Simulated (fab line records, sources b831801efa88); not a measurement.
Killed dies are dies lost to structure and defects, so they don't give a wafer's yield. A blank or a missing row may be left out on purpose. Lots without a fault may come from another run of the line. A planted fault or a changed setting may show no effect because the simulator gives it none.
fab line records | flow sky130 | part 2 of 2: steps 31 to 39 of 39
record lots=5 wafers=15 last_day=49
route steps=708 shown SD_N@351 SD_P@359 RES_XHIGH@360 SALICIDE@361 LI_CONTACT@362 LOCAL_INTERCONNECT@387
lots that met no fault: from a run of the same line without faults
start_h: hours from the record's first day to the start of the lot's first wafer shown | wait_h: hours since the lot's step before | " the same as in the row above | L1.1+2: a row that stands for several wafers | - no value, or no start given | * or withheld: withheld | < > ~ a bound
route shown NAME@n: a module of which the file shows steps, and the number in the route of the first | usual: mean/standard deviation of fault-free wafers | same: alike in all rows | chamber/n: place in a boat | sites: the reading at each site | _std_site: their standard deviation | _edge_site: outer sites' mean less inner sites' | radius_mm: how far each site lies from the wafer's centre | mask NAME#n: copy n | behind: the tool/chamber that last shaped the wafer | hold: why the lot was held/for how many hours/how that ended | device: the transistor (n, p or np) that didn't switch | end of line: the same wafers' tests at the end of the route | a step without rows: its recipe alone | killed: dies lost to structure and defects at the first sort, not the wafer's yield | map: a wafer's dies, x killed, . not, _ none there
set.NAME: the setting as run; set.NAME@STEP: as run at that earlier step | model.NAME: the simulator's own value behind a step, which no gauge read
lots at some steps of the route; a table a step, a row a wafer
services: from which hour (start_h, from the record's first day; less than 0 if before it) a tool's chamber was out of use, for how many hours, and why
## steps
# step SKY_LI_CONTACT_SPUTTER_20
# recipe material=TiN target_thk_nm=20 chamber_pressure_pa=5 power_w=4000 time_s=80
# usual throttle_valve_pct=30.0/1.1
# columns lot.wafer tool chamber start_h wait_h throttle_valve_pct
L076.4 pvd_sputter-02 - 688.18 0.0 28.9
L076.5 " - " " 28.6
L076.6 " - " " 31.1
L081.1 pvd_sputter-02 - 736.01 0.0 28.9
L081.2 " - " " 31.4
L081.6 " - " " 31.1
L082.1 pvd_sputter-02 - 749.09 0.0 31.0
L082.2 " - " " 30.5
L082.6 " - " " 30.7
L087.2 pvd_sputter-02 - 780.28 0.0 30.3
L087.3 " - " " 28.6
L087.5 " - " " 30.3
L093.1 pvd_sputter-01 - 830.03 0.0 28.0
L093.3 " - " " 29.5
L093.6 " - " " 27.9
# step SKY_LI_CONTACT_CVD_21
# recipe material=W target_thk_nm=400 time_s=120.56 temp_c=400 pressure_torr=40
# usual heater_power_w=821/58
# columns lot.wafer tool chamber start_h wait_h heater_power_w
L076.4 cvd_w-02 0 688.28 0.1 923
L076.5 " 1 " " 789
L076.6 " 0 " " 895
L081.1 cvd_w-02 1 736.07 0.0 795
L081.2 " 0 " " 881
L081.6 " 1 " " 790
L082.1 cvd_w-01 1 749.15 0.0 782
L082.2 " 0 " " 771
L082.6 " 1 " " 771
L087.2 cvd_w-01 1 780.34 0.0 768
L087.3 " 1 " " 776
L087.5 " 0 " " 766
L093.1 cvd_w-02 1 830.09 0.0 796
L093.3 " 0 " " 909
L093.6 " 0 " " 915
# step SKY_LI_CONTACT_RS_MEAS_22
# recipe thk_meas_gauge=four-point-probe reads=W_of_LI_CONTACT_CVD_21+TiN_of_LI_CONTACT_SPUTTER_20+Ti_of_LI_CONTACT_SPUTTER_19
# usual LI_CONTACT_W_RS=0.285/0.0031
# columns lot.wafer tool chamber start_h wait_h LI_CONTACT_W_RS[ohm/sq]
L076.4 film_metro-03 - 688.43 0.1 0.284
L076.5 " - " " 0.278
L076.6 " - " " 0.286
L081.1 film_metro-02 - 736.20 0.1 0.279
L081.2 " - " " 0.283
L081.6 " - " " 0.283
L082.1 film_metro-01 - 749.27 0.1 0.284
L082.2 " - " " 0.288
L082.6 " - " " 0.285
L087.2 film_metro-03 - 780.49 0.1 0.282
L087.3 " - " " 0.280
L087.5 " - " " 0.287
L093.1 film_metro-02 - 830.22 0.1 0.284
L093.3 " - " " 0.287
L093.6 " - " " 0.288
# step SKY_LI_CONTACT_THK_MEAS_23
# recipe thk_meas_gauge=xrf reads=W_of_LI_CONTACT_CVD_21
# usual LI_CONTACT_W_THK=406/6
# columns lot.wafer tool chamber start_h wait_h LI_CONTACT_W_THK[nm]
L076.4 film_metro-03 - 688.52 0.1 411
L076.5 " - " " 421
L076.6 " - " " 406
L081.1 film_metro-02 - 736.32 0.1 412
L081.2 " - " " 408
L081.6 " - " " 408
L082.1 film_metro-01 - 749.39 0.1 406
L082.2 " - " " 396
L082.6 " - " " 404
L087.2 film_metro-03 - 780.60 0.1 411
L087.3 " - " " 414
L087.5 " - " " 403
L093.1 film_metro-02 - 830.34 0.1 405
L093.3 " - " " 402
L093.6 " - " " 403
# step SKY_LI_CONTACT_CMP_24
# recipe stop_on=PSG t_overpolish_s=20 down_force_psi=3.5 platen_rpm=60 target_thk_nm=0 pad_velocity_m_s=0.94248
# usual head_pressure_psi=3.500/0.0071 motor_current_A=11.2/1.1 overpolish_run_s=19.999/0.009 platen_rpm=60.00/0.045 time_to_endpoint_s=94/4.2
# same t_overpolish_s=20
# columns lot.wafer tool chamber start_h wait_h head_pressure_psi motor_current_A overpolish_run_s platen_rpm time_to_endpoint_s
L076.4 cmp-02 1 688.55 0.0 3.501 9.6 20.000 60.06 88
L076.6 " 1 " " 3.502 9.4 19.999 60.05 92
L076.5 " 2 " " 3.488 11.4 19.982 60.04 96
L081.2 cmp-02 0 736.38 0.0 3.494 10.1 20.000 59.99 90
L081.1 " 2 " " 3.499 11.3 19.995 60.01 99
L081.6 " 0 " " 3.493 9.9 20.015 60.01 90
L082.2 cmp-01 3 749.45 0.0 3.494 11.7 19.987 59.96 105
L082.1 " 1 " " 3.507 11.7 20.002 59.89 97
L082.6 " 0 " " 3.501 11.2 20.004 60.01 97
L087.2 cmp-02 3 780.75 0.1 3.489 12.2 19.995 60.01 93
L087.3 " 0 " " 3.506 10.1 20.009 59.98 89
L087.5 " 2 " " 3.509 11.0 19.997 60.01 95
L093.1 cmp-02 1 830.40 0.1 3.491 9.8 20.003 60.00 89
L093.3 " 0 " " 3.494 10.4 20.000 59.98 86
L093.6 " 2 " " 3.493 11.6 20.029 59.91 91
# step SKY_LOCAL_INTERCONNECT_SPUTTER_00
# recipe material=TiN target_thk_nm=100 temp_c=300 power_w=6500 time_s=83.3 chamber_pressure_pa=0.4
# usual throttle_valve_pct=29.9/1.2
# columns lot.wafer tool chamber start_h wait_h throttle_valve_pct
L076.4 pvd_sputter-01 - 688.85 0.2 28.0
L076.5 " - " " 27.9
L076.6 " - " " 29.7
L081.1 pvd_sputter-03 - 736.68 0.1 31.1
L081.2 " - " " 31.6
L081.6 " - " " 31.7
L082.1 pvd_sputter-03 - 749.75 0.1 30.0
L082.2 " - " " 28.5
L082.6 " - " " 30.6
L087.2 pvd_sputter-01 - 780.95 0.1 30.4
L087.3 " - " " 29.7
L087.5 " - " " 30.1
L093.1 pvd_sputter-04 - 830.70 0.2 31.5
L093.3 " - " " 28.5
L093.6 " - " " 28.4
# step SKY_LOCAL_INTERCONNECT_RS_MEAS_01
# recipe thk_meas_gauge=four-point-probe reads=TiN_of_LOCAL_INTERCONNECT_SPUTTER_00
# usual LOCAL_INTERCONNECT_TIN_RS=14.18/0.18
# columns lot.wafer tool chamber start_h wait_h LOCAL_INTERCONNECT_TIN_RS[ohm/sq]
L076.4 film_metro-04 - 688.97 0.1 14.11
L076.5 " - " " 14.07
L076.6 " - " " 14.09
L081.1 film_metro-01 - 736.74 0.0 14.05
L081.2 " - " " 14.26
L081.6 " - " " 14.30
L082.1 film_metro-04 - 749.82 0.0 14.50
L082.2 " - " " 14.44
L082.6 " - " " 14.28
L087.2 film_metro-01 - 781.04 0.1 14.17
L087.3 " - " " 14.23
L087.5 " - " " 14.04
L093.1 film_metro-01 - 830.76 0.0 14.04
L093.3 " - " " 13.78
L093.6 " - " " 13.86
# step SKY_LOCAL_INTERCONNECT_THK_MEAS_02
# recipe thk_meas_gauge=xrf reads=TiN_of_LOCAL_INTERCONNECT_SPUTTER_00
# usual LOCAL_INTERCONNECT_TIN_THK=99.8/1.3
# columns lot.wafer tool chamber start_h wait_h LOCAL_INTERCONNECT_TIN_THK[nm]
L076.4 film_metro-04 - 689.06 0.1 100.1
L076.5 " - " " 100.2
L076.6 " - " " 100.5
L081.1 film_metro-01 - 736.86 0.1 100.4
L081.2 " - " " 98.6
L081.6 " - " " 99.1
L082.1 film_metro-04 - 749.94 0.1 97.2
L082.2 " - " " 97.5
L082.6 " - " " 99.3
L087.2 film_metro-01 - 781.15 0.1 99.5
L087.3 " - " " 99.4
L087.5 " - " " 100.5
L093.1 film_metro-01 - 830.88 0.1 101.1
L093.3 " - " " 103.0
L093.6 " - " " 102.5
# step SKY_LOCAL_INTERCONNECT_DEHYDRATE_03
# recipe temp_c=200 time_s=60
# columns lot.wafer tool chamber start_h wait_h
L076.4+5+6 litho_track-01 0 702.72 13.7
L081.1+2+6 litho_track-04 0 749.33 12.5
L082.1+2+6 litho_track-01 0 763.35 13.4
L087.2+3+5 litho_track-04 0 794.50 13.3
L093.1+3+6 litho_track-02 0 843.41 12.5
## services
# columns tool chamber start_h hours kind
cmp-01 - 640.66 4.3 repair
cmp-01 - 643.32 2.0 repair
cmp-02 - 644.48 0.6 repair
pvd_sputter-02 - 649.33 12.2 repair
krf_scanner-02 - 650.20 0.8 pm
krf_scanner-02 - 669.50 0.5 repair
hdpcvd-02 - 681.93 1.4 repair
cmp-02 - 696.19 0.7 repair
krf_scanner-02 - 700.02 0.7 repair
hdpcvd-02 - 700.56 2.8 pm
cmp-01 - 711.22 4.5 pm
pvd_sputter-02 - 729.85 3.8 repair
cmp-02 - 744.19 4.0 pm
krf_scanner-02 - 745.92 1.3 pm
krf_scanner-02 - 751.47 1.4 repair
wet_bench-04 - 760.33 1.9 pm
hdpcvd-02 - 766.24 3.1 repair
plasma_asher-01 - 768.38 1.8 repair
krf_scanner-02 - 784.44 1.0 pm
hdpcvd-02 2 789.21 13.3 repair
pvd_sputter-01 - 789.80 9.3 repair
cmp-02 - 826.83 1.9 repair
plasma_asher-01 - 833.81 2.8 pm
pvd_sputter-01 - 836.60 7.2 repair
